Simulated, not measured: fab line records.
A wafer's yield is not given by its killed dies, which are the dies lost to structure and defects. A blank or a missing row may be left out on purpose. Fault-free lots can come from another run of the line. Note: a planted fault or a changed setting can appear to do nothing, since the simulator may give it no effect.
One fault through the eyes of 2 desks	flow sky130	only its own numbers are on each desk; what lay behind them is given at the end

## AT THE TOOL OWNER'S DESK: cmp-01
The tool's own readings at SKY_VIA1_CMP_24 (polishes, stops on SiO2, t overpolish 15 s, target thk 0 nm): means of the sampled wafers that have a number, for each lot that ran on this tool. A lot is out of limits, marked OUT, if its mean lies more than 4 standard deviations from the usual mean; the brackets give that distance.
Columns: A = motor_current_A at SKY_VIA1_CMP_24, usual 10.7 A; B = overpolish_run_s at SKY_VIA1_CMP_24, usual 15.000 s; C = slurry_flow_ml_min at SKY_VIA1_CMP_24, usual 150.0; D = time_to_endpoint_s at SKY_VIA1_CMP_24, usual 66 s
lot	first seen here	A	B	C	D
L415	day 35 21:40	10.9	14.983	150.0	63
L425	day 37 23:58	11.6	15.010	149.9	56
L426	day 38 00:34	9.8	15.001	150.1	37 (-6.4) OUT
This desk's verdict: out of limits on L426, starting with L426 at day 38 00:34 (time_to_endpoint_s at SKY_VIA1_CMP_24). In limits: L415, L425.

## FROM THE METROLOGY DESK
What the gauges read for every lot (on any tool): the sampled wafers with a number, averaged. A lot is out of limits, marked OUT, if its mean lies more than 4 standard deviations from the usual mean; the brackets give that distance. 7 of its 8 readings are shown, namely those furthest out on some lot.
Columns: A = cd_nm at SKY_VIA1_CD_MEAS_12, usual 149.6 nm; B = VIA1_OVL at SKY_VIA1_OVL_MEAS_13, usual 2 nm; C = VIA1_W_RS at SKY_VIA1_RS_MEAS_22, usual 0.427 ohm/sq; D = METAL2_ALCU_RS at SKY_METAL2_RS_MEAS_05, usual 0.1273 ohm/sq; E = METAL2_ALCU_THK at SKY_METAL2_THK_MEAS_06, usual 251.7 nm; F = cd_nm at SKY_METAL2_CD_MEAS_15, usual 140.0 nm; G = METAL2_OVL at SKY_METAL2_OVL_MEAS_16, usual 2 nm
lot	first seen here	A	B	C	D	E	F	G
L412	day 33 14:23	148.6	3	0.428	0.1258	254.9	139.4	2
L415	day 35 20:25	150.0	-9	0.426	0.1255	256.9	141.8	9
L424	day 37 10:25	149.6	3	0.428	0.1269	253.4	138.6	7
L425	day 37 22:44	152.9	-2	0.431	0.1279	251.2	141.4	4
L426	day 37 23:26	151.4	3	0.424	0.1275	251.3	140.3	2
L435	day 40 17:13	148.0	-1	0.425	0.1262	252.8	142.4	-3
This desk's finding: nothing out of limits on any of the 6 lots.

## BROUGHT TOGETHER
On L426, at day 38 00:34, an alarm was possible from the tool owner's desk.
From the metrology desk's view, nothing was out of limits.
The metrology desk holds a record of L426, inside its limits.
On cmp-01, each named lot ran SKY_VIA1_CMP_24.

## WHAT WAS PUT IN BY THE SIMULATOR
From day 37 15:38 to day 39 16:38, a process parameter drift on cmp-01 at SKY_VIA1_CMP_24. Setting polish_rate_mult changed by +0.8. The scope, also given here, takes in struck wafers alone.
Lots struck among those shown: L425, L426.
How many hours passed from the start of the fault until each desk's first out-of-limits reading: the tool owner's desk, 9.
